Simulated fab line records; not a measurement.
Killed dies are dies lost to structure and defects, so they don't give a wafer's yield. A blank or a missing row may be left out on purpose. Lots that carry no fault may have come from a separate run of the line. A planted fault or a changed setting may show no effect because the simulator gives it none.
Problem report in the 8D (eight disciplines) form, filled by code    flow sfq-line    the parts of the form that need people (team, actions taken, sign-off) are left out

1. THE PROBLEM
Mean of bias-w at SFQ_TRILAYER_I3_VIA_BARC_OPEN_VIA_ETCH_121: 96.48 W across 4 wafers in 2 lots; on wafers with no fault it is 80.04 W (standard deviation 0.23). Measured from the usual mean, that is +71 standard deviations.
The step: etches BARC in O2, target depth 125 nm, time 41.7 s.
The first sign was on wafer L876.4 at day 46 16:15, on rie-diel-02. Wafers with a number at this step in the record: 18, from 6 lots. By rule, "out" or "out of limits" means more than 4 standard deviations away from the usual mean. The rest of the wafers with a number are treated as sound.

2. WHAT IT IS AND WHAT IT IS NOT
question                     is                              is not
which readings at this step  bias-w                          drypump-motor-current-A, oes-product-au
which lots                   L876, L878                      L870, L872, L886, L888
which wafers of those lots   L876.4, L876.6, L878.3, L878.6  L876.2, L878.4
read on which tools          rie-diel-02                     rie-diel-03
when                         from day 46 16:15               up to then (7 sound wafers); but 7 sound wafers of L878, L886, L888 came after

3. SUSPECTS, AND WHAT RULES EACH OUT
Counting: a tool at a process step up to the reading stays a suspect if it ran every lot that is out. Sound lots after the first of them don't rule it out here, since some wafers of a struck lot are sound.
- rie-diel-02 at SFQ_TRILAYER_I3_VIA_BARC_OPEN_VIA_ETCH_121 (etches BARC in O2, target depth 125 nm, time 41.7 s): kept. Every lot that is out went through it, the first being L876 (day 46 16:15); the last sound lot it ran before that was L872 (day 45 01:51). On those wafers its own readings are out: bias-w.
- At SFQ_TRILAYER_I3_VIA_BARC_OPEN_VIA_ETCH_121, inside rie-diel-02: chamber 2 took the wafers that are out, while their sound lot-mates went through chambers 0, 3.
Remaining after the count: rie-diel-02 at SFQ_TRILAYER_I3_VIA_BARC_OPEN_VIA_ETCH_121.

4. THE CAUSE (what the simulator had put in)
rie-diel-02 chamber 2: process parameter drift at SFQ_TRILAYER_I3_VIA_BARC_OPEN_VIA_ETCH_121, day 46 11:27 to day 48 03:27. Setting bias-w shifted by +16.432 from 80. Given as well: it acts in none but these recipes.
After counting, this tool was the only one left.

5. THE CHAIN OF EFFECTS, in route order
One row per reading whose mean, taken over the struck wafers that have a number, lies over 3 standard deviations from the usual. Scope: only readings with a usual standard deviation given in the record; hours: median across lots of the time from each lot's start at the first step in this table that gives one to its start at this step; sigmas: change in usual standard deviations.
hours  step                                        reading  usual    on struck wafers  change  sigmas
0      SFQ_TRILAYER_I3_VIA_BARC_OPEN_VIA_ETCH_121  bias-w   80.04 W  96.48             +16.44  +71
The process steps in it:
- SFQ_TRILAYER_I3_VIA_BARC_OPEN_VIA_ETCH_121: etches BARC in O2, target depth 125 nm, time 41.7 s.

6. WHAT WOULD HAVE CAUGHT IT SOONER
5 hours passed between the start of the fault at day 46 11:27 and the first reading out of limits in this record, taken at day 46 16:15.
